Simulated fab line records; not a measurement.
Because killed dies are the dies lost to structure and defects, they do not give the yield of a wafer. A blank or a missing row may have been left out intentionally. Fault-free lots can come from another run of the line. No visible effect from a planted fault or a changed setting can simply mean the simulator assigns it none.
Lot-split experiment | flow gf180mcu | 23 wafers read from 5 lots, route of 602 steps

## THE SPLIT ITSELF
At GF_MVSD_COAT_02 (resist thk 3000 nm), the setting spin-rpm was moved away from the recipe's 2000 rpm on 6 of the 23 wafers read, by -5.8% to -4.9%. The other wafers ran this setting at the recipe's value.

The split's own step is where the reading is taken.

## THE READING
coat_of_MVSD_COAT_02.thk-nm (the simulator's own value, which no gauge read), in nm, at GF_MVSD_COAT_02 (resist thk 3000 nm). There is no usual value for it anywhere in the file. Across the 17 wafers here that went through the recipe, the average is 3006 nm and the standard deviation 12 nm.

wafer  | tool, chamber at the split | spin-rpm as run, rpm | against the recipe | coat_of_MVSD_COAT_02.thk-nm, nm | against lot-mates on the recipe
L074.2 | litho-track-02, 0          | 1883                 | -5.8%              | 3086                            | +93
L074.3 | litho-track-02, 0          | 1883                 | -5.8%              | 3087                            | +94
L074.4 | litho-track-02, 0          | 2000                 | recipe             | 2996                            | -
L074.5 | litho-track-02, 0          | 1883                 | -5.8%              | 3083                            | +90
L074.6 | litho-track-02, 0          | 2000                 | recipe             | 2990                            | -
L076.1 | litho-track-01, 0          | 2000                 | recipe             | 3019                            | -
L076.3 | litho-track-01, 0          | 2000                 | recipe             | 3020                            | -
L076.6 | litho-track-01, 0          | 2000                 | recipe             | 3017                            | -
L077.1 | litho-track-02, 0          | 2000                 | recipe             | 2983                            | -
L077.2 | litho-track-02, 0          | 1901                 | -4.9%              | 3067                            | +81
L077.4 | litho-track-02, 0          | 2000                 | recipe             | 2989                            | -
L077.5 | litho-track-02, 0          | 1901                 | -4.9%              | 3075                            | +89
L077.6 | litho-track-02, 0          | 1901                 | -4.9%              | 3068                            | +82
L079.2 | litho-track-02, 0          | 2000                 | recipe             | 2993                            | -
L079.3 | litho-track-02, 0          | 2000                 | recipe             | 3002                            | -
L079.4 | litho-track-02, 0          | 2000                 | recipe             | 3003                            | -
L079.5 | litho-track-02, 0          | 2000                 | recipe             | 2995                            | -
L079.6 | litho-track-02, 0          | 2000                 | recipe             | 3010                            | -
L083.1 | litho-track-01, 0          | 2000                 | recipe             | 3013                            | -
L083.2 | litho-track-01, 0          | 2000                 | recipe             | 3019                            | -
L083.3 | litho-track-01, 0          | 2000                 | recipe             | 3012                            | -
L083.4 | litho-track-01, 0          | 2000                 | recipe             | 3017                            | -
L083.5 | litho-track-01, 0          | 2000                 | recipe             | 3020                            | -

THE FIT
A straight line over all 23 wafers: coat_of_MVSD_COAT_02.thk-nm changes by -13.3 nm for each +1% of spin-rpm; r = -0.95; the points scatter about the line by 11 nm.
The same after taking each lot's own level away (the mean of its wafers on the recipe; 23 wafers): -16.3 nm for each +1%; r = -0.99; scatter 4.3 nm.
According to that fit, moving spin-rpm by its largest amount changes the reading by 95 nm.
The lots' own levels span 2986.0 to 3018.7 nm, that is 2.7 times the standard deviation above.
In other words, the slope is changed by the lot-to-lot level; the two fits disagree.
Check: with one of the wafers moved furthest among these (-5.8%) left out of the fit, the line predicts +95.8 nm for it against its lot-mates. It came out at +93 nm against them.

## OTHER SPLITS ON THESE WAFERS
Before the reading, these wafers also passed through other splits. Each is held against what the fit with the lots' levels taken away leaves over:
other split on the same wafers   | wafers away from the commonest value | r with coat_of_MVSD_COAT_02.thk-nm (lot level and that fit taken away)
GF_STI_COAT_07 resist-thk-nm     | 8                                    | +0.00
GF_STI_PEB_10 peb-time-s         | 2                                    | -0.13
GF_STI_WET_ETCH_26 temp-c        | 18                                   | -0.13
GF_DNWELL_COAT_02 resist-thk-nm  | 10                                   | +0.09
GF_LVPWELL_COAT_02 spin-rpm      | 7                                    | +0.03
GF_LVPWELL_IMPLANT_09 energy-kev | 6                                    | -0.32

## THE WHOLE CHAIN: every reading that the file lists as answering this split, in the file's order
step             | what it does       | reading                                                                      | change (the file's fit)              | r (the file's)
GF_MVSD_COAT_02  | resist thk 3000 nm | coat_of_MVSD_COAT_02.thk-nm (the simulator's own value, which no gauge read) | -16.3 nm for each +1% of the setting | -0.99
GF_MVSD_STRIP_10 | strips in O2/N2    | strip-time-to-endpoint-s                                                     | withheld for each +1% of the setting | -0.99

## FILE'S OWN FIT
coat_of_MVSD_COAT_02.thk-nm changes by -16.3 nm for each +1% of spin-rpm, r = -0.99.
